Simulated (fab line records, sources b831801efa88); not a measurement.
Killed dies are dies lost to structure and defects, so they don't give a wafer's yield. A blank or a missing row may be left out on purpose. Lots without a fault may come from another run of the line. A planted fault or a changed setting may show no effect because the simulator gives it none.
A struck lot beside a sound one | flow sky130 | 15 steps out of a route of 708
Sound: wafers L215.1, L215.3, L215.6. Struck: wafers L226.1, L226.3, L226.4. The cause comes at the end.
At each step with rows: each side's tool, then ch and its chambers, then its first start. Under that, the readings that differ: sound wafers | struck wafers | difference of the means | sigmas: that difference in standard deviations of wafers without a fault.
alike: readings whose means differ by less than 2 such deviations, and words and numbers that are the same on both sides. not compared: withheld readings, readings that some wafer has no value for, bounds like >300 that may hide the same value, and numbers for which the record gives no deviation and whose values overlap.
The two part at a step that has a row with sigmas, a row that says differs or no value, or rows on one side only. Numbers that don't overlap but have no deviation are shown without sigmas and don't part them. A reading that every wafer of one side lacks parts them only if that side has two wafers or more.

first, 3 steps without rows for these wafers: SKY_VIA4_STRIP_14 (strips in post etch residue remover, time 1200 s); SKY_VIA4_CLEAN_15 (cleans in IPA, time 180 s); SKY_VIA4_CLEAN_16 (cleans in O3/DIW).
SKY_VIA4_SPUTTER_17: material TiN, target thk 20 nm, time 80 s.
  sound on pvd_sputter-01, day 44 14:37; struck on pvd_sputter-03, day 47 08:55
  reading                  | sound             | struck            | difference | sigmas
  chamber_pressure_pa (Pa) | 5.014 5.016 5.017 | 4.971 4.995 4.992 | -0.030     | -3
  alike: throttle_valve_pct
SKY_VIA4_CVD_18: deposits W, target thk 505 nm, time 152.14 s.
  sound on cvd_w-01 ch 0,1, day 44 14:41; struck on cvd_w-01 ch 0,1, day 47 08:59
  alike: heater_power_w
SKY_VIA4_RS_MEAS_19: measures by four-point-probe.
  sound on film_metro-02, day 44 14:50; struck on film_metro-03, day 47 09:08
  alike: VIA4_W_RS
SKY_VIA4_THK_MEAS_20: measures by xrf.
  sound on film_metro-02, day 44 14:57; struck on film_metro-03, day 47 09:15
  reading         | sound       | struck      | difference | sigmas
  VIA4_W_THK (nm) | 497 499 499 | 516 512 516 | +16        | +2
then, 1 step without rows for these wafers: SKY_VIA4_CMP_21 (polishes, stops on SiO2, t overpolish 25 s, target thk 0 nm).
SKY_METAL5_SPUTTER_00: material Ti, target thk 15 nm, time 10 s.
  sound on pvd_sputter-02, day 44 15:22; struck on pvd_sputter-01, day 47 09:56
  alike: chamber_pressure_pa, throttle_valve_pct
SKY_METAL5_SPUTTER_01: material TiN, target thk 20 nm, time 16.7 s.
  sound on pvd_sputter-02, day 44 15:23; struck on pvd_sputter-01, day 47 09:58
  alike: chamber_pressure_pa, throttle_valve_pct
then, 1 step without rows for these wafers: SKY_METAL5_SPUTTER_02 (material AlCu, target thk 1150 nm, time 61.2 s).
SKY_METAL5_SPUTTER_03: material Ti, target thk 5 nm, time 3.3 s.
  sound on pvd_sputter-02, day 44 15:28; struck on pvd_sputter-01, day 47 10:02
  alike: chamber_pressure_pa, throttle_valve_pct
SKY_METAL5_SPUTTER_04: material TiN, target thk 70 nm, time 58.3 s.
  sound on pvd_sputter-02, day 44 15:29; struck on pvd_sputter-01, day 47 10:03
  reading                  | sound                | struck               | difference | sigmas
  chamber_pressure_pa (Pa) | 0.4001 0.4014 0.3994 | 0.3760 0.3758 0.3760 | -0.0244    | -29
  alike: throttle_valve_pct
SKY_METAL5_RS_MEAS_05: measures by four-point-probe.
  sound on film_metro-01, day 44 15:31; struck on film_metro-04, day 47 10:06
  alike: METAL5_ALCU_RS
-- the record jumps here: 2 days lie between the struck wafers' starts before and after (it left off in module METAL5 and takes up again in module PAD_OPEN, whose first step shown is number 708 of the route) --
SKY_PAD_OPEN_PROBE_99:
  sound on prober-02, day 47 12:17; struck on prober-02, day 49 20:39
  alike: defect_limited_yield, killed_at_M0_to_M3, killed_at_M4_up, killed_at_contacts, killed_at_front_end, killed_at_other, killed_dies, killed_open, killed_short, sort_bin_3_pad_short, sort_bin_5_function, sort_bin_6_memory, sort_n_pass, sort_yield_pct

WHERE THEY PART
First at SKY_VIA4_SPUTTER_17; last, within this record, at SKY_METAL5_SPUTTER_04. Later steps at which nothing parts them and some readings are alike: SKY_METAL5_RS_MEAS_05, SKY_PAD_OPEN_PROBE_99.

WHY: what the simulator had put in
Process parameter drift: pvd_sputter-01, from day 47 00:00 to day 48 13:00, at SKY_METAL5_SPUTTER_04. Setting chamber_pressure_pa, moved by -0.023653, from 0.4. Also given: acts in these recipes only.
